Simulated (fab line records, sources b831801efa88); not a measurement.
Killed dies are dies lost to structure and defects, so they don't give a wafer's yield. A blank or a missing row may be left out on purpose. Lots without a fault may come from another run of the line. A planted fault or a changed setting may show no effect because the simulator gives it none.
Problem report in the 8D (eight disciplines) form, filled by code | flow sfq_line | the parts of the form that need people (team, actions taken, sign-off) are left out

1. THE PROBLEM
cathode_dc_power_W at SFQ_TRILAYER_R5_DEP_SPUTTER_132 reads a mean of 2062.4 W on 1 wafer of 1 lot; wafers without a fault read 2000.0 W with a standard deviation of 0.32. That is +99 or more standard deviations from the usual mean.
The step: material Ti, target thk 5 nm, time 5 s.
First seen on wafer L955.6, day 71 21:51, on pvd_sputter-06. The record holds 39 wafers of 13 lots with a number at this step. Rule for "out", or "out of limits": more than 4 standard deviations from the usual mean. The other wafers with a number count as sound.

2. WHAT IT IS AND WHAT IT IS NOT
question                    | is                 | is not
which readings at this step | cathode_dc_power_W | throttle_valve_pct
which lots                  | L955               | L937, L938, L939, L940, L941, L942, L943, L944, L945, L946, L951, L958
which wafers of those lots  | L955.6             | L955.2, L955.5
read on which tools         | pvd_sputter-06     | pvd_sputter-03, pvd_sputter-04
when                        | from day 71 21:51  | up to then (35 sound wafers); but 3 sound wafers of L958 came after

3. SUSPECTS, AND WHAT RULES EACH OUT
Counting: a tool at a process step up to the reading stays a suspect if it ran every lot that is out. Sound lots after the first of them don't rule it out here, since some wafers of a struck lot are sound.
- pvd_sputter-06 at SFQ_TRILAYER_R5_DEP_SPUTTER_132 (material Ti, target thk 5 nm, time 5 s): kept. It ran the lot that is out, L955 (day 71 21:51); its last sound lot up to then is L951 (day 71 02:39). Its own readings are out on those wafers: cathode_dc_power_W.
Left after counting: pvd_sputter-06 at SFQ_TRILAYER_R5_DEP_SPUTTER_132.

4. THE CAUSE (what the simulator had put in)
Process parameter drift: pvd_sputter-06, from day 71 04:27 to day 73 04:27, at SFQ_TRILAYER_R5_DEP_SPUTTER_132. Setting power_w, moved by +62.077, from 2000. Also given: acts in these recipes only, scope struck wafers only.
Counting left only this tool.

5. THE CHAIN OF EFFECTS, in route order
Each row: a reading whose mean over the struck wafers that have a number lies more than 3 standard deviations from the usual. Only readings for which the record gives a usual standard deviation are gone through. hours: the time from each lot's start at the first step in this table that gives one to its start at this step, as a median over the lots. sigmas: the change in usual standard deviations.
hours | step                            | reading            | usual    | on struck wafers | change | sigmas
0     | SFQ_TRILAYER_R5_DEP_SPUTTER_132 | cathode_dc_power_W | 2000.0 W | 2062.4           | +62.4  | +99 or more
The process steps in it:
- SFQ_TRILAYER_R5_DEP_SPUTTER_132: material Ti, target thk 5 nm, time 5 s.

6. WHAT WOULD HAVE CAUGHT IT SOONER
In this record the first reading out of limits was taken at day 71 21:51, 17 hours after the fault began at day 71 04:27.
